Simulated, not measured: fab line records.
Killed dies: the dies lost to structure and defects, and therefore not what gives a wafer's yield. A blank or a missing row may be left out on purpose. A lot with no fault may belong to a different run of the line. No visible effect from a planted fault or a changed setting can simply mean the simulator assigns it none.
Comparing a struck lot with a sound one | flow sky130 | 14 steps out of a route of 708
Sound: wafers L185.1, L185.5, L185.6. The struck wafers were L199.1, L199.4, L199.5. The cause is named last.
For every step that has rows: the tool of each side, followed by ch and its chambers, followed by its first start. Under that, the readings that differ: sound wafers | struck wafers | difference of the means | sigmas: that difference in standard deviations of wafers without a fault.
alike: readings whose means differ by less than 2 such deviations, and words and numbers that are the same on both sides. not compared: withheld readings, readings that some wafer has no value for, bounds like >300 that may hide the same value, and numbers for which the record gives no deviation and whose values overlap.
A row with sigmas, a row that says differs or no value, or rows on one side alone: a step with any of these is where the two part. When numbers do not overlap yet have no deviation, they are printed without sigmas and do not part them. A reading that every wafer of one side lacks parts them only if that side has two wafers or more.

first, 2 steps without rows for these wafers: SKY_LDD_HVP_PEB_05; SKY_LDD_HVP_DEVELOP_06 (develop time 60 s).
SKY_LDD_HVP_OVL_MEAS_07:
  sound: overlay-02 at day 23 23:25; struck: overlay-02 at day 27 22:25
  alike: LDD_HVP_OVL
after that, 1 step had no rows for these wafers: SKY_LDD_HVP_IMPLANT_08.
SKY_LDD_HVP_STRIP_09: strips in O2/N2.
  sound on plasmaAsher-02 ch 0,1, day 23 23:36; struck on plasmaAsher-04 ch 0,1, day 27 22:36
  alike: drypumpMotorCurrentA, oesProductAu, stripTimeToEndpointS
  not compared: rfHoursCounterH
SKY_LDD_HVP_TW_MEAS_10:
  sound: filmMetro-03 at day 23 23:42; struck: filmMetro-03 at day 27 22:42
  alike: LDD_HVP_TW
then, 6 steps without rows for these wafers: SKY_LDD_LDN_DEHYDRATE_00 (time 60 s); SKY_LDD_LDN_HMDS_01 (prime time 60 s); SKY_LDD_LDN_COAT_02 (resist thk 1140 nm); SKY_LDD_LDN_SOFTBAKE_03 (time 60 s); SKY_LDD_LDN_EXPOSE_04 (exposes mask LDNTM, target cd 700 nm); SKY_LDD_LDN_PEB_05.
SKY_LDD_LDN_DEVELOP_06: develop time 60 s.
  struck on lithoTrack-01, day 29 02:35; sound on lithoTrack-02 ch 0, day 25 04:55
  no value came back on the struck wafers for chillPlateTempC (C), developTimeS (s); on the sound wafers chillPlateTempC (C) reads 23.31 23.10 23.05
SKY_LDD_LDN_OVL_MEAS_07:
  sound: overlay-01 at day 25 05:04; struck: overlay-01 at day 29 02:44
reading          | sound          | struck | difference                    | sigmas
LDD_LDN_OVL (nm) | -1.8 -1.6 -1.4 | - - -  | no value on the struck wafers | 

## WHERE THEY PART
Last at SKY_LDD_LDN_OVL_MEAS_07 as far as this record goes, first at SKY_LDD_LDN_DEVELOP_06.

WHY: what the simulator had put in
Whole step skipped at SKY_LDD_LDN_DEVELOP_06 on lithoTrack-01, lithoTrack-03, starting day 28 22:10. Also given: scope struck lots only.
